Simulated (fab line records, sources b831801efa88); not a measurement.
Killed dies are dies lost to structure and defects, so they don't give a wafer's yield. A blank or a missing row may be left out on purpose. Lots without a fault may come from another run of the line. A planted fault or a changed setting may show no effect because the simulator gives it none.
fab line records | flow sky130
record lots=24 wafers=72 last_day=50
route steps=708 shown FIELD_ISO@5 VIA1@470 VIA2@509 VIA3@574
lots that met no fault: from a run of the same line without faults
start_h: hours from the record's first day to the start of the lot's first wafer shown | wait_h: hours since the lot's step before | " the same as in the row above | L1.1+2: a row that stands for several wafers | - no value, or no start given | * or withheld: withheld | < > ~ a bound
route shown NAME@n: a module of which the file shows steps, and the number in the route of the first | usual: mean/standard deviation of fault-free wafers | same: alike in all rows | chamber/n: place in a boat | sites: the reading at each site | _std_site: their standard deviation | _edge_site: outer sites' mean less inner sites' | radius_mm: how far each site lies from the wafer's centre | mask NAME#n: copy n | behind: the tool/chamber that last shaped the wafer | hold: why the lot was held/for how many hours/how that ended | device: the transistor (n, p or np) that didn't switch | end of line: the same wafers' tests at the end of the route | a step without rows: its recipe alone | killed: dies lost to structure and defects at the first sort, not the wafer's yield | map: a wafer's dies, x killed, . not, _ none there
set.NAME: the setting as run; set.NAME@STEP: as run at that earlier step | model.NAME: the simulator's own value behind a step, which no gauge read
steps of the route over a sample of lots; a table a step, a row a wafer
services: from which hour (start_h, from the record's first day; less than 0 if before it) a tool's chamber was out of use, for how many hours, and why
## steps
# step SKY_FIELD_ISO_THK_MEAS_04
# recipe reads=Si3N4_of_FIELD_ISO_CVD_03
# usual FIELD_ISO_CVD_03_THK=165.5/1.5
# columns lot.wafer tool chamber start_h wait_h FIELD_ISO_CVD_03_THK[nm]
L074.1 film_metro-03 - 18.99 0.0 165.3
L074.3 " - " " 164.1
L074.5 " - " " 164.4
L075.1 film_metro-02 - 18.99 0.0 167.0
L075.3 " - " " 167.7
L075.5 " - " " 166.4
L076.2 film_metro-04 - 30.35 0.0 165.8
L076.4 " - " " 167.0
L076.5 " - " " 166.8
L077.1 film_metro-03 - 32.13 0.0 163.2
L077.4 " - " " 163.9
L077.6 " - " " 163.9
L078.2 film_metro-04 - 35.28 0.0 163.5
L078.3 " - " " 163.0
L078.4 " - " " 162.2
L079.2 film_metro-04 - 42.04 0.0 165.2
L079.3 " - " " 164.7
L079.5 " - " " 165.6
L080.3 film_metro-02 - 47.94 0.0 167.3
L080.5 " - " " 166.3
L080.6 " - " " 167.8
L081.1 film_metro-03 - 53.72 0.0 163.8
L081.3 " - " " 162.1
L081.4 " - " " 162.7
L082.2 film_metro-02 - 53.73 0.0 166.2
L082.3 " - " " 166.4
L082.4 " - " " 166.4
L083.3 film_metro-04 - 63.13 0.0 165.2
L083.4 " - " " 163.0
L083.6 " - " " 165.2
L084.1 film_metro-04 - 69.58 0.0 165.3
L084.2 " - " " 164.3
L084.5 " - " " 164.7
L085.1 film_metro-03 - 74.56 0.0 164.5
L085.3 " - " " 164.4
L085.6 " - " " 165.2
L086.2 film_metro-04 - 74.57 0.0 163.8
L086.3 " - " " 164.4
L086.5 " - " " 163.5
L087.1 film_metro-03 - 79.65 0.0 165.8
L087.2 " - " " 163.1
L087.4 " - " " 163.9
L088.3 film_metro-04 - 83.59 0.0 166.5
L088.5 " - " " 165.0
L088.6 " - " " 166.5
L089.1 film_metro-04 - 89.32 0.0 168.0
L089.2 " - " " 167.8
L089.4 " - " " 165.6
L090.1 film_metro-02 - 93.48 0.0 165.3
L090.3 " - " " 166.6
L090.6 " - " " 165.2
L091.3 film_metro-04 - 100.30 0.0 164.6
L091.5 " - " " 164.3
L091.6 " - " " 164.3
L092.2 film_metro-04 - 104.54 0.0 164.8
L092.3 " - " " 164.6
L092.6 " - " " 164.8
L093.2 film_metro-03 - 112.15 0.0 167.9
L093.4 " - " " 166.6
L093.6 " - " " 167.3
L094.2 film_metro-03 - 115.80 0.0 164.6
L094.3 " - " " 165.7
L094.4 " - " " 165.9
L095.2 film_metro-03 - 121.62 0.0 166.3
L095.4 " - " " 167.2
L095.5 " - " " 167.6
L096.1 film_metro-04 - 125.11 0.0 168.4
L096.5 " - " " 168.3
L096.6 " - " " 168.4
L097.2 film_metro-03 - 128.49 0.0 166.4
L097.5 " - " " 166.3
L097.6 " - " " 166.0
# step SKY_VIA1_CD_MEAS_12
# recipe target_cd_nm=150
# usual cd_nm=150.2/1.8
# columns lot.wafer tool chamber start_h wait_h cd_nm
L074.1 cd_sem-01 - 809.62 - 146.6
L074.3 " - " " 146.2
L074.5 " - " " 145.7
L075.1 cd_sem-01 - 810.28 - 150.3
L075.3 " - " " 150.7
L075.5 " - " " 151.2
L076.2 cd_sem-02 - 833.74 - 149.8
L076.4 " - " " 149.0
L076.5 " - " " 151.8
L077.1 cd_sem-01 - 834.83 - 152.6
L077.4 " - " " 152.0
L077.6 " - " " 152.0
L078.2 cd_sem-02 - 840.50 - 150.5
L078.3 " - " " 149.2
L078.4 " - " " 151.1
L079.2 cd_sem-02 - 845.10 - 148.8
L079.3 " - " " 150.6
L079.5 " - " " 150.6
L082.2 cd_sem-02 - 853.00 - 148.0
L082.3 " - " " 149.7
L082.4 " - " " 149.6
L080.3 cd_sem-01 - 853.97 - 151.5
L080.5 " - " " 152.1
L080.6 " - " " 150.6
L081.1 cd_sem-02 - 855.73 - 149.9
L081.3 " - " " 150.9
L081.4 " - " " 149.8
L083.3 cd_sem-02 - 858.61 - 149.8
L083.4 " - " " 150.2
L083.6 " - " " 149.2
L084.1 cd_sem-01 - 871.18 - 149.1
L084.2 " - " " 149.9
L084.5 " - " " 148.8
L086.2 cd_sem-02 - 881.25 - 151.8
L086.3 " - " " 151.7
L086.5 " - " " 152.0
L085.1 cd_sem-02 - 885.09 - 148.3
L085.3 " - " " 147.8
L085.6 " - " " 150.9
L087.1 cd_sem-02 - 887.68 - 150.5
L087.2 " - " " 151.2
L087.4 " - " " 151.3
L088.3 cd_sem-02 - 898.68 - 148.7
L088.5 " - " " 149.5
L088.6 " - " " 150.7
L089.1 cd_sem-01 - 925.02 - 153.7
L089.2 " - " " 152.0
L089.4 " - " " 152.4
L091.3 cd_sem-02 - 926.32 - 150.9
L091.5 " - " " 150.1
L091.6 " - " " 152.0
L090.1 cd_sem-01 - 926.93 - 151.3
L090.3 " - " " 152.4
L090.6 " - " " 152.4
L092.2 cd_sem-01 - 928.55 - 147.0
L092.3 " - " " 147.2
L092.6 " - " " 149.3
L093.2 cd_sem-02 - 934.69 - 148.6
L093.4 " - " " 151.0
L093.6 " - " " 150.1
L094.2 cd_sem-01 - 945.35 - 149.2
L094.3 " - " " 146.4
L094.4 " - " " 148.1
L095.2 cd_sem-01 - 950.94 - 151.5
L095.4 " - " " 152.2
L095.5 " - " " 151.7
L096.1 cd_sem-01 - 955.92 - 151.2
L096.5 " - " " 150.6
L096.6 " - " " 152.7
L097.2 cd_sem-01 - 958.04 - 150.1
L097.5 " - " " 150.0
L097.6 " - " " 149.5
# step SKY_VIA2_CMP_02
# recipe material=SiO2 down_force_psi=4 platen_rpm=60 pad_velocity_m_s=0.94248
# usual head_pressure_psi=4.000/0.0088 motor_current_A=12.1/0.94
# columns lot.wafer tool chamber start_h wait_h head_pressure_psi motor_current_A
L074.1 cmp-01 1 839.40 0.1 3.995 13.3
L074.3 " 2 " " 3.996 12.2
L074.5 " 3 " " 4.001 11.8
L075.3 cmp-02 0 839.64 0.1 3.988 12.1
L075.1 " 1 " " 4.006 12.0
L075.5 " 2 " " 4.005 10.8
L076.4 cmp-01 3 861.93 0.0 4.006 12.3
L076.2 " 0 " " 3.998 11.0
L076.5 " 0 " " 3.987 11.1
L077.4 cmp-02 2 862.90 0.1 4.001 11.2
L077.1 " 3 " " 3.995 12.2
L077.6 " 1 " " 3.993 12.2
L078.4 cmp-02 1 869.00 0.0 3.996 12.0
L078.3 " 3 " " 4.019 12.3
L078.2 " 0 " " 4.012 13.0
L079.3 cmp-01 3 873.88 0.1 3.998 11.8
L079.2 " 0 " " 3.995 11.6
L079.5 " 2 " " 3.990 12.4
L082.3 cmp-01 1 881.61 0.1 4.017 13.2
L082.4 " 2 " " 3.995 11.8
L082.2 " 3 " " 4.018 12.2
L080.3 cmp-02 3 882.72 0.1 3.999 11.7
L080.5 " 2 " " 4.007 11.1
L080.6 " 3 " " 3.995 11.7
L081.3 cmp-01 0 886.92 1.2 4.016 11.6
L081.1 " 1 " " 3.981 13.8
L081.4 " 2 " " 3.998 11.3
L083.4 cmp-01 1 888.12 0.9 4.011 14.7
L083.3 " 3 " " 3.992 12.2
L083.6 " 0 " " 4.000 10.7
L084.2 cmp-02 1 899.68 0.0 4.007 12.1
L084.1 " 2 " " 4.003 11.0
L084.5 " 1 " " 4.003 11.7
L086.2 cmp-01 1 909.34 0.0 3.996 13.8
L086.3 " 0 " " 4.010 11.0
L086.5 " 2 " " 4.014 11.4
L085.1 cmp-02 1 913.98 0.1 3.999 12.2
L085.3 " 3 " " 3.996 11.9
L085.6 " 2 " " 4.000 11.1
L087.2 cmp-02 2 915.83 0.3 3.985 10.7
L087.1 " 3 " " 4.004 11.7
L087.4 " 0 " " 4.000 12.4
L088.3 cmp-02 3 926.24 0.1 3.996 11.9
L088.5 " 3 " " 3.994 11.2
L088.6 " 0 " " 3.996 12.5
L089.4 cmp-02 0 951.93 0.2 4.004 12.7
L089.1 " 1 " " 4.002 11.9
L089.2 " 3 " " 3.995 11.7
L091.3 cmp-01 0 952.92 0.1 4.007 10.9
L091.6 " 2 " " 4.003 12.4
L091.5 " 3 " " 3.999 11.5
L090.3 cmp-01 1 953.68 0.0 3.991 14.2
L090.1 " 2 " " 3.991 12.2
L090.6 " 2 " " 4.001 12.2
L092.3 cmp-01 0 954.68 0.0 4.019 10.4
L092.2 " 2 " " 4.014 12.1
L092.6 " 1 " " 4.016 14.4
L093.2 cmp-02 1 961.12 0.0 4.005 12.4
L093.4 " 2 " " 4.000 11.0
L093.6 " 1 " " 3.991 12.4
L094.3 cmp-02 1 971.87 0.0 3.999 11.7
L094.4 " 2 " " 3.993 11.2
L094.2 " 0 " " 4.009 12.6
L095.4 cmp-02 2 980.01 0.4 4.011 11.0
L095.2 " 3 " " 3.990 11.8
L095.5 " 0 " " 3.994 12.6
L096.1 cmp-02 2 983.50 0.2 3.993 11.0
L096.5 " 3 " " 3.987 11.4
L096.6 " 0 " " 3.993 13.1
L097.2 cmp-02 2 985.32 0.1 4.005 11.5
L097.5 " 1 " " 3.984 12.5
L097.6 " 2 " " 3.995 11.0
# step SKY_VIA2_RS_MEAS_22
# recipe thk_meas_gauge=four-point-probe reads=W_of_VIA2_CVD_21+TiN_of_VIA2_SPUTTER_20
# usual VIA2_W_RS=0.268/0.0042
# columns lot.wafer tool chamber start_h wait_h VIA2_W_RS[ohm/sq]
L074.1 film_metro-02 - 865.41 0.1 0.270
L074.3 " - " " 0.271
L074.5 " - " " 0.266
L075.1 film_metro-03 - 865.54 0.1 0.270
L075.3 " - " " 0.271
L075.5 " - " " 0.272
L076.2 film_metro-03 - 889.58 0.1 0.267
L076.4 " - " " 0.270
L076.5 " - " " 0.265
L077.1 film_metro-03 - 891.03 0.1 0.269
L077.4 " - " " 0.269
L077.6 " - " " 0.273
L078.2 film_metro-03 - 896.15 0.1 0.269
L078.3 " - " " 0.270
L078.4 " - " " 0.268
L079.2 film_metro-03 - 900.32 0.1 0.270
L079.3 " - " " 0.269
L079.5 " - " " 0.271
L082.2 film_metro-02 - 908.54 0.1 0.268
L082.3 " - " " 0.270
L082.4 " - " " 0.268
L080.3 film_metro-03 - 909.69 0.1 0.269
L080.5 " - " " 0.270
L080.6 " - " " 0.271
L081.1 film_metro-02 - 913.50 0.1 0.269
L081.3 " - " " 0.272
L081.4 " - " " 0.267
L083.3 film_metro-03 - 914.50 0.1 0.269
L083.4 " - " " 0.274
L083.6 " - " " 0.266
L084.1 film_metro-04 - 925.76 0.1 0.256
L084.2 " - " " 0.263
L084.5 " - " " 0.258
L086.2 film_metro-02 - 935.10 0.1 0.265
L086.3 " - " " 0.265
L086.5 " - " " 0.267
L085.1 film_metro-03 - 938.36 0.1 0.270
L085.3 " - " " 0.276
L085.6 " - " " 0.275
L087.1 film_metro-04 - 941.23 0.1 0.268
L087.2 " - " " 0.273
L087.4 " - " " 0.271
L088.3 film_metro-03 - 950.97 0.1 0.272
L088.5 " - " " 0.270
L088.6 " - " " 0.268
L089.1 film_metro-03 - 977.11 0.1 0.273
L089.2 " - " " 0.273
L089.4 " - " " 0.269
L091.3 film_metro-02 - 977.50 0.1 0.270
L091.5 " - " " 0.269
L091.6 " - " " 0.271
L090.1 film_metro-02 - 978.16 0.1 0.268
L090.3 " - " " 0.265
L090.6 " - " " 0.268
L092.2 film_metro-04 - 978.54 0.1 0.262
L092.3 " - " " 0.264
L092.6 " - " " 0.262
L093.2 film_metro-04 - 986.76 0.1 0.271
L093.4 " - " " 0.271
L093.6 " - " " 0.269
L094.2 film_metro-04 - 997.22 0.1 0.268
L094.3 " - " " 0.267
L094.4 " - " " 0.263
L095.2 film_metro-04 - 1005.74 0.1 0.266
L095.4 " - " " 0.272
L095.5 " - " " 0.268
L096.1 film_metro-04 - 1007.76 0.1 0.268
L096.5 " - " " 0.269
L096.6 " - " " 0.267
L097.2 film_metro-03 - 1009.64 0.1 0.266
L097.5 " - " " 0.270
L097.6 " - " " 0.270
# step SKY_VIA2_THK_MEAS_23
# recipe thk_meas_gauge=xrf reads=W_of_VIA2_CVD_21
# usual VIA2_W_THK=428/7.1
# columns lot.wafer tool chamber start_h wait_h VIA2_W_THK[nm]
L074.1 film_metro-02 - 865.53 0.1 428
L074.3 " - " " 424
L074.5 " - " " 437
L075.1 film_metro-03 - 865.66 0.1 426
L075.3 " - " " 424
L075.5 " - " " 420
L076.2 film_metro-03 - 889.69 0.1 434
L076.4 " - " " 426
L076.5 " - " " 435
L077.1 film_metro-03 - 891.15 0.1 430
L077.4 " - " " 428
L077.6 " - " " 421
L078.2 film_metro-03 - 896.26 0.1 427
L078.3 " - " " 431
L078.4 " - " " 431
L079.2 film_metro-03 - 900.43 0.1 424
L079.3 " - " " 431
L079.5 " - " " 425
L082.2 film_metro-02 - 908.65 0.1 422
L082.3 " - " " 418
L082.4 " - " " 422
L080.3 film_metro-03 - 909.79 0.1 427
L080.5 " - " " 426
L080.6 " - " " 428
L081.1 film_metro-02 - 913.62 0.1 426
L081.3 " - " " 425
L081.4 " - " " 430
L083.3 film_metro-03 - 914.60 0.1 423
L083.4 " - " " 416
L083.6 " - " " 431
L084.1 film_metro-04 - 925.88 0.1 447
L084.2 " - " " 434
L084.5 " - " " 444
L086.2 film_metro-02 - 935.21 0.1 435
L086.3 " - " " 436
L086.5 " - " " 430
L085.1 film_metro-03 - 938.48 0.1 425
L085.3 " - " " 417
L085.6 " - " " 418
L087.1 film_metro-04 - 941.35 0.1 438
L087.2 " - " " 426
L087.4 " - " " 429
L088.3 film_metro-03 - 951.07 0.1 424
L088.5 " - " " 425
L088.6 " - " " 431
L089.1 film_metro-03 - 977.23 0.1 421
L089.2 " - " " 422
L089.4 " - " " 428
L091.3 film_metro-02 - 977.60 0.1 420
L091.5 " - " " 425
L091.6 " - " " 422
L090.1 film_metro-02 - 978.28 0.1 423
L090.3 " - " " 434
L090.6 " - " " 423
L092.2 film_metro-04 - 978.65 0.1 438
L092.3 " - " " 436
L092.6 " - " " 439
L093.2 film_metro-04 - 986.87 0.1 420
L093.4 " - " " 419
L093.6 " - " " 422
L094.2 film_metro-04 - 997.33 0.1 426
L094.3 " - " " 426
L094.4 " - " " 433
L095.2 film_metro-04 - 1005.85 0.1 429
L095.4 " - " " 418
L095.5 " - " " 427
L096.1 film_metro-04 - 1007.88 0.1 425
L096.5 " - " " 422
L096.6 " - " " 424
L097.2 film_metro-03 - 1009.75 0.1 439
L097.5 " - " " 430
L097.6 " - " " 432
# step SKY_VIA3_THK_MEAS_01
# recipe reads=SiO2_of_VIA3_HDPCVD_00
# usual VIA3_HDPCVD_THK=1637/16
# columns lot.wafer tool chamber start_h wait_h VIA3_HDPCVD_THK[nm]
L074.1 film_metro-01 - 918.61 0.1 1651
L074.3 " - " " 1631
L074.5 " - " " 1626
L075.1 film_metro-01 - 919.09 0.1 1620
L075.3 " - " " 1642
L075.5 " - " " 1613
L076.2 film_metro-01 - 941.29 0.1 1632
L076.4 " - " " 1634
L076.5 " - " " 1629
L077.1 film_metro-01 - 942.63 0.1 1622
L077.4 " - " " 1621
L077.6 " - " " 1631
L078.2 film_metro-02 - 946.93 0.1 1648
L078.3 " - " " 1630
L078.4 " - " " 1600
L079.2 film_metro-01 - 951.62 0.1 1637
L079.3 " - " " 1636
L079.5 " - " " 1639
L082.2 film_metro-01 - 958.98 0.1 1663
L082.3 " - " " 1664
L082.4 " - " " 1645
L080.3 film_metro-02 - 960.18 0.1 1629
L080.5 " - " " 1619
L080.6 " - " " 1623
L081.1 film_metro-02 - 962.95 0.1 1650
L081.3 " - " " 1652
L081.4 " - " " 1661
L083.3 film_metro-04 - 964.53 0.1 1650
L083.4 " - " " 1642
L083.6 " - " " 1640
L084.1 film_metro-04 - 975.63 0.1 1633
L084.2 " - " " 1630
L084.5 " - " " 1652
L086.2 film_metro-02 - 984.69 0.1 1614
L086.3 " - " " 1635
L086.5 " - " " 1638
L085.1 film_metro-01 - 988.70 0.1 1637
L085.3 " - " " 1639
L085.6 " - " " 1615
L087.1 film_metro-02 - 990.81 0.1 1652
L087.2 " - " " 1649
L087.4 " - " " 1659
L088.3 film_metro-02 - 1000.51 0.1 1620
L088.5 " - " " 1629
L088.6 " - " " 1624
L089.1 film_metro-04 - 1025.77 0.1 1620
L089.2 " - " " 1611
L089.4 " - " " 1619
L091.3 film_metro-04 - 1025.98 0.1 1622
L091.5 " - " " 1645
L091.6 " - " " 1640
L090.1 film_metro-01 - 1026.14 0.1 1605
L090.3 " - " " 1618
L090.6 " - " " 1589
L092.2 film_metro-04 - 1026.50 0.1 1648
L092.3 " - " " 1633
L092.6 " - " " 1648
L093.2 film_metro-04 - 1034.92 0.1 1643
L093.4 " - " " 1640
L093.6 " - " " 1653
L094.2 film_metro-04 - 1045.41 0.1 1642
L094.3 " - " " 1652
L094.4 " - " " 1638
L095.2 film_metro-02 - 1052.71 0.1 1659
L095.4 " - " " 1640
L095.5 " - " " 1650
L096.1 film_metro-04 - 1055.06 0.1 1672
L096.5 " - " " 1666
L096.6 " - " " 1681
L097.2 film_metro-04 - 1058.00 0.1 1644
L097.5 " - " " 1634
L097.6 " - " " 1632
## services
# columns tool chamber start_h hours kind
cmp-02 - 821.63 5.8 pm
cmp-01 - 883.55 3.3 repair
cmp-02 - 884.73 3.4 repair
cmp-01 - 889.07 6.7 repair
cmp-02 - 889.42 0.8 repair
cmp-01 - 912.00 4.0 pm
cmp-01 - 916.00 - consumable_replace:conditioner
cmp-01 - 916.00 - consumable_replace:pad
cmp-02 - 917.92 3.2 repair
cmp-01 - 956.21 36.2 repair
## key
fault none
